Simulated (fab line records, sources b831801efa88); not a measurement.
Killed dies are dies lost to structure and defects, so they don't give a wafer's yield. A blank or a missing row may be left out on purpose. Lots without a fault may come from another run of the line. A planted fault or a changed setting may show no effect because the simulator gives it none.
Chamber matching | flow gf180mcu | GF_V2_CMP_04 on cmp-02: 4 sister chambers
The step polishes SiO2. 8 wafers are shown with their chamber, then 6 later ones without.

WAFERS WITH THEIR CHAMBER
wafer  | chamber | motor_current_A (A) | time_to_endpoint_s (s)
L808.1 | 0       | 11.5                | 75
L816.5 | 2       | 11.8                | 73
L819.3 | 1       | 12.3                | 76
L819.4 | 3       | 16.5                | 73
L819.6 | 1       | 11.8                | 80
L821.1 | 0       | 12.4                | 71
L821.3 | 3       | 16.4                | 76
L821.5 | 2       | 12.0                | 83

WAFERS WITHOUT THEIR CHAMBER
wafer  | motor_current_A (A) | time_to_endpoint_s (s)
L823.2 | 17.0                | 72
L823.4 | 12.0                | 77
L823.5 | 11.9                | 83
L826.2 | 11.7                | 78
L826.3 | 15.7                | 74
L826.4 | 11.8                | 80

WHICH CHAMBER EACH WENT THROUGH
wafer  | from the rows above          | in truth
L823.2 | 3                            | 3
L823.4 | can't be placed: 1 or 2 or 0 | 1
L823.5 | can't be placed: 2 or 1 or 0 | 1
L826.2 | can't be placed: 2 or 1 or 0 | 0
L826.3 | 3                            | 3
L826.4 | can't be placed: 2 or 1 or 0 | 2
Placed correctly: 2 of 6. Can't be placed from these rows: 4 (the true chamber is among the candidates in 4). Placed wrongly: 0.
How it was worked out, from the rows above alone: a wafer's distance from a chamber is the root of the sum, over the readings, of the square of ((its reading less the chamber's mean) divided by the reading's scatter). The wafer belongs to the nearest chamber; if the next one is less than 2 further off, it can't be placed. A chamber's mean is the mean of its shown wafers. The scatter: the root of (the sum of the squares of (reading less its chamber's mean) over the shown wafers, divided by (wafers less chambers)).
